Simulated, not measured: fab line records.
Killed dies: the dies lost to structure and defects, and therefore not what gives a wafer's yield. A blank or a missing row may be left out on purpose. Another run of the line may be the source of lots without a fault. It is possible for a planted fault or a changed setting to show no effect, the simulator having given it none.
Which tool is to blame? | flow sky130 | route of 708 steps, sampled at 1 step: 10 lots, 30 wafers

== WHAT THE GAUGES READ, wafer by wafer ==
SKY_SONOS_ONO_OVL_MEAS_14.
lot  | measured     | on         | SONOS_ONO_OVL (nm)
L302 | day 12 22:36 | overlay-02 | -0.5 0.4 -0.2
L303 | day 13 08:50 | overlay-02 | -1.6 -0.9 -1.4
L309 | day 15 01:41 | overlay-02 | -1.2 -2.2 -1.6
L310 | day 15 07:29 | overlay-01 | -1.7 -0.5 -1.3
L311 | day 15 18:49 | overlay-01 | -4.0 -4.2 -3.7
L312 | day 16 01:50 | overlay-02 | -4.2 -5.5 -3.8
L314 | day 16 18:06 | overlay-02 | -0.9 -2.8 -2.4
L315 | day 17 03:38 | overlay-02 | -2.6 -2.9 -2.0
L319 | day 18 12:26 | overlay-02 | -1.4 -1.9 -0.8
L325 | day 20 08:41 | overlay-02 | 0.7 0.6 0.5

== EACH LOT AND THE TOOL THAT RAN IT (in order: tool; ch and the chambers of the sampled wafers; start) ==
The record holds no process step before these readings.

== THE ANSWER, worked out from the rows above alone ==
Rule: what is usual is taken from the lots themselves. The widest of any qualifying gaps counts: lots, ordered by their means at a reading, are off when they make up no more than a third of the lots, leave a main group of 4 or more, and stand apart from it by 3 or more times the standard deviation of that group's means. Not used: any main group whose means are identical at the precision the tables above print for the reading. A lot without any number at a reading at which 4 lots or more have one is off too. Where the step has rows for the other lots, those lots are counted as sound.
None of the lots is off at any reading shown; this tells nothing.

== WHAT THE SIMULATOR HAD INSERTED ==
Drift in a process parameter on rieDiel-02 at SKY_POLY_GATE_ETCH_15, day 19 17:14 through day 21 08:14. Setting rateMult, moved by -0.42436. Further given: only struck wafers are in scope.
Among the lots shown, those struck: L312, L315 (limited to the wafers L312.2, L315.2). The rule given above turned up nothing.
